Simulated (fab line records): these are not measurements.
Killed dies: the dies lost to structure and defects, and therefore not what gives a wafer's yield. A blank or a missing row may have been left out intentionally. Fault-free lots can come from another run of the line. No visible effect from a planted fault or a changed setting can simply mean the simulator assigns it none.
The tool behind it: which one?    flow gf180mcu    Sampling: 11 lots, 33 wafers, 3 of 602 route steps

## WHAT EACH GAUGE READ, for each wafer
GF_PSD_RS_MEAS_14: uses a four-point probe to measure.
lot   measured      on            NSD_RS (ohm/sq)
L846  day 14 20:27  filmMetro-02  46.40 46.37 46.37
L850  day 16 07:53  filmMetro-03  45.35 45.29 45.19 45.37 45.31 45.18
L852  day 17 04:10  filmMetro-03  46.21 46.17 46.29
L854  day 17 23:35  filmMetro-03  45.35 45.32 45.35 45.22 45.35 45.38
L861  day 20 07:32  filmMetro-01  46.21 46.10 46.21
L862  day 20 15:02  filmMetro-02  46.10 46.31 46.26
L863  day 21 00:07  filmMetro-01  46.28 46.22 46.20
L864  day 21 09:50  filmMetro-02  46.17 46.16 46.28
L865  day 21 11:19  filmMetro-02  46.20 46.09 46.22
L866  day 21 19:16  filmMetro-02  46.26 46.10 46.22
L867  day 22 06:55  filmMetro-03  46.10 46.11 46.02

## EACH LOT AND THE TOOL THAT RAN IT (in order: tool; ch and the chambers of the sampled wafers; start)
lot   GF_NSD_IMPLANT_09                GF_NSD_STRIP_11
L846  implanter-04 ch 0, day 13 23:15  plasmaAsher-02 ch 0,1, day 13 23:32
L850  implanter-03 ch 0, day 15 09:06  plasmaAsher-04 ch 0,1, day 15 09:23
L852  implanter-04 ch 0, day 16 04:58  plasmaAsher-04 ch 0,1, day 16 05:15
L854  implanter-03 ch 0, day 16 23:56  plasmaAsher-03 ch 0,1, day 17 00:14
L861  implanter-01 ch 0, day 19 06:17  plasmaAsher-03 ch 0,1, day 19 06:34
L862  implanter-03 ch 0, day 19 13:48  plasmaAsher-03 ch 0,1, day 19 14:05
L863  implanter-04 ch 0, day 19 23:28  plasmaAsher-02 ch 0,1, day 19 23:45
L864  implanter-01 ch 0, day 20 08:40  plasmaAsher-04 ch 0,1, day 20 08:56
L865  implanter-03 ch 0, day 20 10:34  plasmaAsher-03 ch 0,1, day 20 10:52
L866  implanter-03 ch 0, day 20 18:31  plasmaAsher-03 ch 0,1, day 20 18:49
L867  implanter-04 ch 0, day 21 06:15  plasmaAsher-03 ch 0,1, day 21 06:32
- GF_NSD_IMPLANT_09
- GF_NSD_STRIP_11: strips in O2/N2.

## THE ANSWER, worked out from the rows above alone
Rule: usual is defined by the lots themselves. Put in order of their means at a reading, lots are off if they are a third of the lots or fewer, leave a main group of 4 or more, and stand apart from it by a gap of 3 or more times the standard deviation of the main group's means; of several such gaps the widest counts. Not used: any main group whose means are identical at the precision the tables above print for the reading. A lot without any number at a reading at which 4 lots or more have one is off too. All remaining lots with rows at the step are treated as sound.
Off: at GF_PSD_RS_MEAS_14 (NSD_RS), L850, L854. Main group: mean 46.21 ohm/sq, sd 0.075.
If a tool, at a process step before that reading, ran all the lots that are off and no sound lot after the first of them, it fits. The gauges at GF_PSD_RS_MEAS_14 are tried like those tools. No candidate that was tried fits.

## WHAT THE SIMULATOR HAD PUT IN
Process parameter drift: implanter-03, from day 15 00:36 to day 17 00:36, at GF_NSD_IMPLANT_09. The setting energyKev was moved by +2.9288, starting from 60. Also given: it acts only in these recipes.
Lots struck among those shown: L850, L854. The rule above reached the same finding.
